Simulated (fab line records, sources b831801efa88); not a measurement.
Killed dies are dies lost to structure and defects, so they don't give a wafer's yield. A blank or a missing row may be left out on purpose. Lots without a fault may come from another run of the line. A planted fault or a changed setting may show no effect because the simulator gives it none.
fab line records | flow sfq_line
record lots=6 wafers=18 last_day=85
route steps=325 shown M2@102 I2@103
lots that met no fault: from a run of the same line without faults
start_h: hours from the record's first day to the start of the lot's first wafer shown | wait_h: hours since the lot's step before | " the same as in the row above | L1.1+2: a row that stands for several wafers | - no value, or no start given | * or withheld: withheld | < > ~ a bound
route shown NAME@n: a module of which the file shows steps, and the number in the route of the first | usual: mean/standard deviation of fault-free wafers | same: alike in all rows | chamber/n: place in a boat | sites: the reading at each site | _std_site: their standard deviation | _edge_site: outer sites' mean less inner sites' | radius_mm: how far each site lies from the wafer's centre | mask NAME#n: copy n | behind: the tool/chamber that last shaped the wafer | hold: why the lot was held/for how many hours/how that ended | device: the transistor (n, p or np) that didn't switch | end of line: the same wafers' tests at the end of the route | a step without rows: its recipe alone | killed: dies lost to structure and defects at the first sort, not the wafer's yield | map: a wafer's dies, x killed, . not, _ none there
set.NAME: the setting as run; set.NAME@STEP: as run at that earlier step | model.NAME: the simulator's own value behind a step, which no gauge read
lots at some steps of the route; a table a step, a row a wafer
services: from which hour (start_h, from the record's first day; less than 0 if before it) a tool's chamber was out of use, for how many hours, and why
## steps
# step SFQ_TRILAYER_M2_STRIP_SOLV_CLEAN_062
# recipe chemistry=NMP temp_c=70 time_s=600
# step SFQ_TRILAYER_I2_DEP_PECVD_063
# recipe material=SiO2 temp_c=150 time_s=111.11 pressure_torr=2.4 rf_w=183.3 precursor=SiH4/N2O target_thk_nm=500
# usual chamber_pressure_Torr=2.400/0.005 heater_power_w=84/8.2 throttle_valve_pct=24.4/1.5
# columns lot.wafer tool chamber start_h wait_h chamber_pressure_Torr heater_power_w throttle_valve_pct
L585.1 pecvd-01 2 358.78 0.0 2.408 102 23.6
L585.3 " 0 " " 2.405 79 20.6
L585.6 " 1 " " 2.401 72 23.0
L592.2 pecvd-01 0 726.47 0.0 2.394 86 22.4
L592.3 " 2 " " 2.403 96 24.7
L592.5 " 0 " " 2.396 74 22.3
L597.2 pecvd-03 2 824.84 0.0 2.400 88 27.3
L597.3 " 1 " " 2.398 79 26.1
L597.5 " 0 " " 2.395 78 24.7
L598.1 pecvd-01 1 826.04 0.0 2.398 76 23.5
L598.4 " 1 " " 2.394 80 23.3
L598.5 " 2 " " 2.399 84 25.0
L600.1 pecvd-02 0 830.84 0.0 2.404 67 24.4
L600.4 " 0 " " 2.391 74 24.5
L600.5 " 0 " " 2.398 74 24.1
L604.1 pecvd-02 2 960.95 0.0 2.396 90 22.4
L604.3 " 0 " " 2.395 68 23.7
L604.4 " 0 " " 2.403 73 23.8
# step SFQ_TRILAYER_I2_CMP_CMP_064
# recipe material=SiO2 down_force_psi=3 platen_rpm=60 pad_velocity_m_s=0.94248
# usual motor_current_A=10.3/1.2 time_to_endpoint_s=213/7.4
# columns lot.wafer tool chamber start_h wait_h motor_current_A time_to_endpoint_s
L585.1 cmp-01 3 360.06 1.2 10.0 211
L585.3 " 1 361.06 2.2 9.8 217
L585.6 " 3 362.06 3.2 10.6 222
L592.3 cmp-01 1 727.09 0.5 10.5 202
L592.2 " 3 728.09 1.6 10.6 193
L592.5 " 0 " " 10.1 201
L597.2 cmp-02 0 830.93 6.1 10.7 205
L597.3 " 1 " " 11.5 197
L597.5 " 3 832.43 7.5 12.2 216
L598.4 cmp-02 1 833.93 7.8 11.5 211
L598.1 " 3 834.93 8.9 12.5 193
L598.5 " 1 835.93 9.8 11.5 206
L600.1 cmp-02 1 836.93 6.1 11.7 218
L600.4 " 2 " " 10.5 222
L600.5 " 1 838.93 8.0 10.8 223
L604.1 cmp-01 1 961.03 0.0 10.3 220
L604.3 " 2 " " 8.4 227
L604.4 " 3 " " 10.5 218
# step SFQ_I2_BOW_MEAS_917
# recipe mode=bow
# usual I2_BOW=0/9.1
# columns lot.wafer tool chamber start_h wait_h I2_BOW[um]
L585.1 film_metro-01 - 363.06 2.5 -1
L585.3 " - " " -7
L585.6 " - " " -4
L592.2 film_metro-01 - 729.61 1.0 18
L592.3 " - " " 9
L592.5 " - " " 24
L597.2 film_metro-04 - 833.45 2.0 -1
L597.3 " - " " 0
L597.5 " - " " -4
L598.1 film_metro-01 - 836.43 1.0 12
L598.4 " - " " 0
L598.5 " - " " 1
L600.1 film_metro-04 - 839.43 2.0 -1
L600.4 " - " " 0
L600.5 " - " " 11
L604.1 film_metro-01 - 964.03 2.5 -11
L604.3 " - " " -2
L604.4 " - " " 7
# step SFQ_TRILAYER_I2_METRO_MEASURE_065
# usual thk_nm=199.5/0.98
# columns lot.wafer tool chamber start_h wait_h thk_nm
L585.1 film_metro-01 - 363.18 0.1 198.9
L585.3 " - " " 200.4
L585.6 " - " " 198.4
L592.2 film_metro-01 - 729.91 0.3 199.5
L592.3 " - " " 200.1
L592.5 " - " " 200.4
L597.2 film_metro-04 - 833.75 0.3 199.8
L597.3 " - " " 198.8
L597.5 " - " " 198.9
L598.1 film_metro-01 - 836.55 0.1 196.6
L598.4 " - " " 197.3
L598.5 " - " " 197.7
L600.1 film_metro-04 - 839.55 0.1 199.2
L600.4 " - " " 200.0
L600.5 " - " " 199.4
L604.1 film_metro-01 - 964.15 0.1 199.4
L604.3 " - " " 199.2
L604.4 " - " " 199.6
# step SFQ_TRILAYER_I2_VIA_LITHO_COAT_072
# recipe resist=BARC spin_rpm=3000 resist_thk_nm=62
# step SFQ_TRILAYER_I2_VIA_LITHO_COAT_067
# recipe resist=KrF spin_rpm=3000 resist_thk_nm=650
# step SFQ_TRILAYER_I2_VIA_LITHO_SOFTBAKE_071
# recipe temp_c=withheld time_s=withheld resist=KrF
# step SFQ_TRILAYER_I2_VIA_LITHO_EXPOSE_068
# recipe mask_id=I2 na=0.6 source_shape=conventional sigma_outer=0.65 target_cd_nm=500 dose_mj=21.3
# step SFQ_TRILAYER_I2_VIA_LITHO_PEB_070
# recipe peb_temp_c=115 peb_time_s=60 resist=KrF
# step SFQ_TRILAYER_I2_VIA_LITHO_DEVELOP_069
# recipe time_s=60 resist=KrF
# step SFQ_I2_OVL_MEAS_918
# usual I2_OVL=-1/5.1
# columns lot.wafer tool chamber start_h wait_h I2_OVL[nm]
L585.1 overlay-01 - 472.34 0.1 -3
L585.3 " - " " -12
L585.6 " - " " 1
L592.2 overlay-02 - 733.17 0.1 9
L592.3 " - " " 0
L592.5 " - " " 3
L597.2 overlay-01 - 960.37 0.1 -4
L597.3 " - " " -13
L597.5 " - " " -7
L598.1 overlay-01 - 965.17 0.1 -5
L598.4 " - " " -3
L598.5 " - " " -5
L600.1 overlay-01 - 969.97 0.1 -2
L600.4 " - " " -3
L600.5 " - " " 0
L604.1 overlay-02 - 1104.11 0.1 -8
L604.3 " - " " -6
L604.4 " - " " -4
# step SFQ_TRILAYER_I2_VIA_BARC_OPEN_VIA_ETCH_096
# recipe mask_material=PR chemistry=O2 target_depth_nm=125 target=BARC source_w=486.2 bias_w=80 pressure_mtorr=30 time_s=41.7
# usual chamber_pressure_mTorr=30.00/0.03 drypump_motor_current_A=5.9/0.47 oes_product_au=0.685/0.0044
# columns lot.wafer tool chamber start_h wait_h chamber_pressure_mTorr drypump_motor_current_A oes_product_au rf_hours_counter_h
L585.1 rie_diel-02 1 472.37 0.0 30.01 6.4 0.690 2
L585.3 " 3 " " 29.98 5.6 0.692 7
L585.6 " 3 " " 30.03 5.6 0.676 -
L592.2 rie_diel-03 2 733.20 0.0 30.00 5.8 0.678 23
L592.3 " 1 " " 30.02 6.2 0.685 4
L592.5 " 0 " " 30.00 6.1 0.680 -
L597.2 rie_diel-02 0 960.40 0.0 36.03 5.9 0.688 3
L597.3 " 3 " " 29.98 5.6 0.690 14
L597.5 " 3 " " 30.02 5.6 0.677 -
L598.1 rie_diel-03 0 965.20 0.0 30.04 6.1 0.692 9
L598.4 " 1 " " 30.04 6.2 0.689 -
L598.5 " 3 " " 29.99 6.3 0.677 -
L600.1 rie_diel-02 3 970.00 0.0 29.98 5.6 0.687 14
L600.4 " 0 " " 36.06 5.9 0.684 4
L600.5 " 3 " " 29.99 5.6 0.687 -
L604.1 rie_diel-02 1 1104.15 0.0 30.00 6.4 0.691 11
L604.3 " 3 " " 30.08 5.6 0.688 16
L604.4 " 0 " " 30.09 5.9 0.687 5
# step SFQ_TRILAYER_I2_VIA_ETCH_VIA_ETCH_070
# recipe target=SiO2 stop_on=Nb mask_material=PR taper_deg=20 chemistry=CHF3 target_depth_nm=260 source_w=500 bias_w=80 pressure_mtorr=30 time_s=withheld
# usual chamber_pressure_mTorr=29.999/0.027 drypump_motor_current_A=5.9/0.47 oes_product_au=0.853/0.0048
# columns lot.wafer tool chamber start_h wait_h chamber_pressure_mTorr drypump_motor_current_A oes_product_au
L585.1 rie_diel-02 1 472.41 0.0 30.016 6.4 0.849
L585.3 " 3 " " 29.991 5.6 0.861
L585.6 " 3 " " 30.035 5.6 0.862
L592.2 rie_diel-03 2 733.24 0.0 29.992 5.8 0.849
L592.3 " 1 " " 29.975 6.2 0.853
L592.5 " 0 " " 29.980 6.1 0.848
L597.2 rie_diel-02 0 960.44 0.0 30.041 5.9 0.853
L597.3 " 3 " " 30.015 5.6 0.851
L597.5 " 3 " " 29.984 5.6 0.855
L598.1 rie_diel-03 0 965.24 0.0 29.998 6.0 0.846
L598.4 " 1 " " 30.021 6.2 0.843
L598.5 " 3 " " 29.997 6.3 0.852
L600.1 rie_diel-02 3 970.04 0.0 29.986 5.6 0.850
L600.4 " 0 " " 30.014 5.9 0.853
L600.5 " 3 " " 30.012 5.6 0.850
L604.1 rie_diel-02 1 1104.19 0.0 30.012 6.4 0.851
L604.3 " 3 " " 29.989 5.6 0.854
L604.4 " 0 " " 30.002 5.9 0.855
## services
# columns tool chamber start_h hours kind
film_metro-01 - 339.58 0.6 pm
rie_diel-02 - 368.94 2.8 pm
film_metro-01 - 384.11 1.7 pm
rie_diel-03 1 393.05 3.5 repair
film_metro-01 - 394.24 0.5 pm
rie_diel-03 2 445.14 3.1 repair
rie_diel-03 - 462.68 2.8 pm
rie_diel-03 - 519.72 0.9 repair
film_metro-01 - 554.97 1.3 pm
film_metro-01 - 584.58 2.4 pm
film_metro-01 - 629.04 0.5 pm
film_metro-01 - 639.24 0.2 pm
rie_diel-03 3 642.08 16.1 repair
rie_diel-02 0 667.67 6.0 repair
rie_diel-02 0 691.85 9.1 repair
film_metro-01 - 702.60 3.8 pm
rie_diel-02 2 740.42 8.1 repair
rie_diel-03 - 800.74 2.7 repair
film_metro-01 - 829.58 1.3 pm
film_metro-01 - 842.12 14.8 repair
rie_diel-03 1 865.09 16.6 repair
rie_diel-03 3 870.21 42.2 repair
film_metro-01 - 874.04 0.2 pm
film_metro-01 - 884.24 1.0 pm
## key
first_sign step=SFQ_TRILAYER_I2_VIA_BARC_OPEN_VIA_ETCH_096 reading=chamber_pressure_mTorr direction=up sigmas=99+ usual=30.00 struck=36.04
effect none on later readings
met_at SFQ_TRILAYER_I2_VIA_BARC_OPEN_VIA_ETCH_096
struck_wafers L597.2,L600.4
fault kind=process_parameter_drift tool=rie_diel-02 chamber=0 onset_h=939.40 steps=SFQ_TRILAYER_I2_VIA_BARC_OPEN_VIA_ETCH_096 channel=pressure_mtorr offset=6 shape=step end_h=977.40 acts_in=these_recipes_only stated=30
